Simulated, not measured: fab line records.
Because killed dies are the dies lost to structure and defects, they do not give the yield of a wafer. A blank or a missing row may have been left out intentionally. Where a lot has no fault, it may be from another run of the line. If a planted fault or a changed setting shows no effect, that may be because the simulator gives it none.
One fault seen from 2 desks :: flow sky130 :: numbers are kept per desk, each desk with only its own; the story behind them comes last

FROM THE METROLOGY DESK
Means of the sampled wafers that have a number, per lot and without regard to the tool the lot ran on: this is what the gauges read. The brackets show how far a lot's mean lies from the usual mean; more than 4 standard deviations puts the lot out of limits, marked OUT.
Columns: A = cd-nm at SKY_CONTACT_CD_MEAS_14, usual 169.5 nm; B = CONTACT_W_THK at SKY_CONTACT_THK_MEAS_26, usual 346 nm; C = cd-nm at SKY_VIA1_CD_MEAS_12, usual 149.8 nm
lot: L130
first seen here: day 31 19:55
A: 171.2
B: 346
C: 151.6

lot: L131
first seen here: day 32 01:06
A: 169.8
B: 344
C: 148.5

lot: L134
first seen here: day 32 19:28
A: 167.4
B: 352
C: 149.9

lot: L133
first seen here: day 32 22:25
A: 169.7
B: 347
C: 151.7

lot: L135
first seen here: day 33 16:28
A: 168.5
B: 344
C: 148.1

lot: L136
first seen here: day 33 18:37
A: 167.2
B: 344
C: 150.4

lot: L137
first seen here: day 34 04:44
A: 169.7
B: 335
C: 150.0

lot: L143
first seen here: day 35 23:50
A: 169.4
B: 349
C: 149.7

lot: L147
first seen here: day 37 06:00
A: 168.4
B: 353
C: 153.1

lot: L148
first seen here: day 37 19:02
A: 168.9
B: 354
C: 150.5

lot: L153
first seen here: day 38 23:36
A: 171.7
B: 341
C: 151.1

lot: L152
first seen here: day 39 02:52
A: 170.7
B: 343
C: 147.6
Result from this desk: across the 12 lots, nothing is out of limits.

THE TOOL OWNER'S DESK: rie-metal-03
The tool's own readings at SKY_METAL1_METAL_ETCH_19 (etches the open film in Cl2/BCl3, stops on SiO2, target depth 360 nm, time 78 s): means of the sampled wafers that have a number, for each lot that ran on this tool. The brackets show how far a lot's mean lies from the usual mean; more than 4 standard deviations puts the lot out of limits, marked OUT.
Columns: A = bcl3-flow-sccm at SKY_METAL1_METAL_ETCH_19, usual 30.01 sccm; B = drypump-motor-current-A at SKY_METAL1_METAL_ETCH_19, usual 5.5 A; C = oes-product-au at SKY_METAL1_METAL_ETCH_19, usual 0.854 a.u.; D = throttle-valve-pct at SKY_METAL1_METAL_ETCH_19, usual 22.265 %
lot: L130
first seen here: day 33 01:03
A: 30.12
B: 5.4
C: 0.853
D: 22.262

lot: L133
first seen here: day 34 04:23
A: 30.06
B: 5.6
C: 0.852
D: 22.258

lot: L137
first seen here: day 35 09:14
A: 29.93
B: 5.4
C: 0.849
D: 22.258

lot: L153
first seen here: day 40 02:59
A: 29.92
B: 5.9
C: 0.856
D: 22.262

lot: L152
first seen here: day 40 05:57
A: 30.06
B: 5.9
C: 0.854
D: 22.263
Result from this desk: across the 5 lots, nothing is out of limits.

TAKEN TOGETHER
From the metrology desk's view, nothing was out of limits.
The desk of the tool owner found nothing out of limits.

WHAT HAD BEEN PUT IN BY THE SIMULATOR
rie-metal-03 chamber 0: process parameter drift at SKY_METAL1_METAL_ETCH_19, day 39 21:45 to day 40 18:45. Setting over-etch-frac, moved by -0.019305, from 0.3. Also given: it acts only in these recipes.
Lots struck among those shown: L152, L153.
